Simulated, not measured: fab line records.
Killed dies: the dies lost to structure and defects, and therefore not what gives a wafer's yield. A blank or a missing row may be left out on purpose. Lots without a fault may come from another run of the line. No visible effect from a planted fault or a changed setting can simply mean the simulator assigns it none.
Problem report in the 8D (eight disciplines) form, filled by code ; flow sky130 ; the parts of the form that need people (team, actions taken, sign-off) are left out

== 1. WHAT WENT WRONG ==
bias-w at SKY_LOCAL_INTERCONNECT_ETCH_13 reads a mean of 108.13 W on 6 wafers of 2 lots; wafers without a fault read 100.07 W with a standard deviation of 0.27. That puts it +30 standard deviations away from the usual mean.
The step: etches BARC in N2/H2, stops on SiO2, time 45.9 s, target depth 60 nm.
First observed at day 31 20:50: wafer L648.1, on rie-metal-02. At this step, 18 wafers from 6 lots have a number in the record. Rule for "out" (also "out of limits"): further than 4 standard deviations from the usual mean. Any other wafer with a number is counted as sound.

== 2. WHAT IT IS AND WHAT IT IS NOT ==
question;is;is not
which readings at this step;bias-w;drypump-motor-current-A, oes-product-au, throttle-valve-pct
which lots;L648, L653;L657, L660, L662, L665
which wafers of those lots;all that have a number;-
read on which tools;rie-metal-02;rie-metal-01, rie-metal-03
when;from day 31 20:50;"up to then (0 sound wafers); but 12 sound wafers of L657, L660, L662, L665 came after"

== 3. SUSPECTS, AND WHAT RULES EACH OUT ==
Counting: any tool at a process step up to the reading is kept as a suspect provided that every lot that is out went through it and no sound lot did after the first of them.
- rie-metal-02 at SKY_LOCAL_INTERCONNECT_ETCH_13 (etches BARC in N2/H2, stops on SiO2, time 45.9 s, target depth 60 nm): ruled out as a lasting fault. The sound lots L660, L665 went through it after L648, its earliest lot that is out (day 31 20:50).
Left after counting: nothing in the record.

== 4. THE CAUSE (what the simulator had put in) ==
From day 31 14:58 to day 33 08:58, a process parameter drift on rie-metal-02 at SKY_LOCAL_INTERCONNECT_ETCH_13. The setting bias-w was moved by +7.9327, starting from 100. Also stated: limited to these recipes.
Counting ruled it out, wrongly.

== 5. SEQUENCE OF EFFECTS, ordered by route ==
Each row: a reading where the mean over the struck wafers with a number is more than 3 standard deviations away from the usual. Only readings whose record carries a usual standard deviation are examined. hours: median over the lots of the time between each lot's start at the first step of this table that gives one and its start at this step. sigmas: the change, counted in usual standard deviations.
hours;step;reading;usual;on struck wafers;change;sigmas
0;SKY_LOCAL_INTERCONNECT_ETCH_13;bias-w;100.07 W;108.13;+8.06;+30
Here are the process steps it includes:
- SKY_LOCAL_INTERCONNECT_ETCH_13: etches BARC in N2/H2, stops on SiO2, time 45.9 s, target depth 60 nm.

== 6. WHAT WOULD HAVE CAUGHT IT SOONER ==
The fault began at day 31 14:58; the first out-of-limits reading in this record came at day 31 20:50, 6 hours later.
